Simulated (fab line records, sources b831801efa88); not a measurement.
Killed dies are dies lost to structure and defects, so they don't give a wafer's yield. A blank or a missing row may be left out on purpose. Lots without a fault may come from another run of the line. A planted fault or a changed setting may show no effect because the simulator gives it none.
Split-lot experiment | flow sky130 | 5 lots, 23 wafers read, on a route of 708 steps

THE SPLIT
At SKY_SONOS_ONO_COAT_08 (resist thk 1140 nm), the setting resist_thk_nm was moved away from the recipe's 1140 nm on 7 of the 23 wafers read, by -3.1% to +4.9%. The other wafers ran this setting at the recipe's value.

The reading is taken at the split's own step.

THE READING
NOVOLAK_of_SONOS_ONO_COAT_08.thk_nm (the simulator's own value, which no gauge read), in nm, at SKY_SONOS_ONO_COAT_08 (resist thk 1140 nm). The file gives no usual value for it. The 16 wafers here that ran the recipe average 1141 nm, standard deviation 4.3 nm.

wafer  | tool, chamber at the split | resist_thk_nm as run, nm | against the recipe | NOVOLAK_of_SONOS_ONO_COAT_08.thk_nm, nm | against lot-mates on the recipe
L075.1 | litho_track-04, 0          | 1140                     | recipe             | 1146                                    | -
L075.2 | litho_track-04, 0          | 1140                     | recipe             | 1146                                    | -
L075.4 | litho_track-04, 0          | 1105                     | -3.1%              | 1107                                    | -39
L075.5 | litho_track-04, 0          | 1105                     | -3.1%              | 1107                                    | -39
L075.6 | litho_track-04, 0          | 1105                     | -3.1%              | 1110                                    | -36
L076.2 | litho_track-03, 0          | 1140                     | recipe             | 1137                                    | -
L076.5 | litho_track-03, 0          | 1140                     | recipe             | 1138                                    | -
L076.6 | litho_track-03, 0          | 1140                     | recipe             | 1139                                    | -
L081.1 | litho_track-04, 0          | 1196                     | +4.9%              | 1206                                    | +58
L081.2 | litho_track-04, 0          | 1140                     | recipe             | 1148                                    | -
L081.3 | litho_track-04, 0          | 1140                     | recipe             | 1149                                    | -
L081.4 | litho_track-04, 0          | 1196                     | +4.9%              | 1204                                    | +56
L081.5 | litho_track-04, 0          | 1140                     | recipe             | 1147                                    | -
L083.1 | litho_track-01, 0          | 1140                     | recipe             | 1143                                    | -
L083.2 | litho_track-01, 0          | 1140                     | recipe             | 1138                                    | -
L083.3 | litho_track-01, 0          | 1110                     | -2.6%              | 1107                                    | -34
L083.4 | litho_track-01, 0          | 1140                     | recipe             | 1141                                    | -
L083.6 | litho_track-01, 0          | 1110                     | -2.6%              | 1109                                    | -32
L085.1 | litho_track-03, 0          | 1140                     | recipe             | 1136                                    | -
L085.4 | litho_track-03, 0          | 1140                     | recipe             | 1136                                    | -
L085.3 | litho_track-03, 0          | 1140                     | recipe             | 1140                                    | -
L085.5 | litho_track-03, 0          | 1140                     | recipe             | 1140                                    | -
L085.6 | litho_track-03, 0          | 1140                     | recipe             | 1139                                    | -

THE FIT
A straight line over all 23 wafers: NOVOLAK_of_SONOS_ONO_COAT_08.thk_nm changes by +12.3 nm for each +1% of resist_thk_nm; r = +0.99; the points scatter about the line by 4.2 nm.
The same after taking each lot's own level away (the mean of its wafers on the recipe; 23 wafers): +11.9 nm for each +1%; r = +1.00; scatter 1.6 nm.
On that fit, the largest move of resist_thk_nm shifts the reading by 59 nm.
The lots' own levels span 1138.0 to 1148.0 nm, that is 2.3 times the standard deviation above.
So the lot-to-lot level changes the slope little: the two slopes agree.
Check: with one of the wafers moved furthest among these (+4.9%) left out of the fit, the line predicts +58.4 nm for it against its lot-mates. It came out at +58 nm against them.

OTHER SPLITS ON THESE WAFERS
These wafers also went through other splits before the reading. Each is held against what the fit with the lots' levels taken away leaves over:
other split on the same wafers | wafers away from the commonest value | r with NOVOLAK_of_SONOS_ONO_COAT_08.thk_nm (lot level and that fit taken away)
SKY_SONOS_ONO_CVD_04 time_s    | 18                                   | -0.04

THE WHOLE CHAIN: every reading that the file lists as answering this split, in the file's order
step                   | what it does       | reading                                                                              | change (the file's fit)              | r (the file's)
SKY_SONOS_ONO_COAT_08  | resist thk 1140 nm | NOVOLAK_of_SONOS_ONO_COAT_08.thk_nm (the simulator's own value, which no gauge read) | +11.9 nm for each +1% of the setting | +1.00
SKY_SONOS_ONO_STRIP_17 | strips in O2/N2    | strip_time_to_endpoint_s                                                             | withheld for each +1% of the setting | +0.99

THE FILE'S OWN FIT
NOVOLAK_of_SONOS_ONO_COAT_08.thk_nm changes by +11.9 nm for each +1% of resist_thk_nm, r = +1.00.
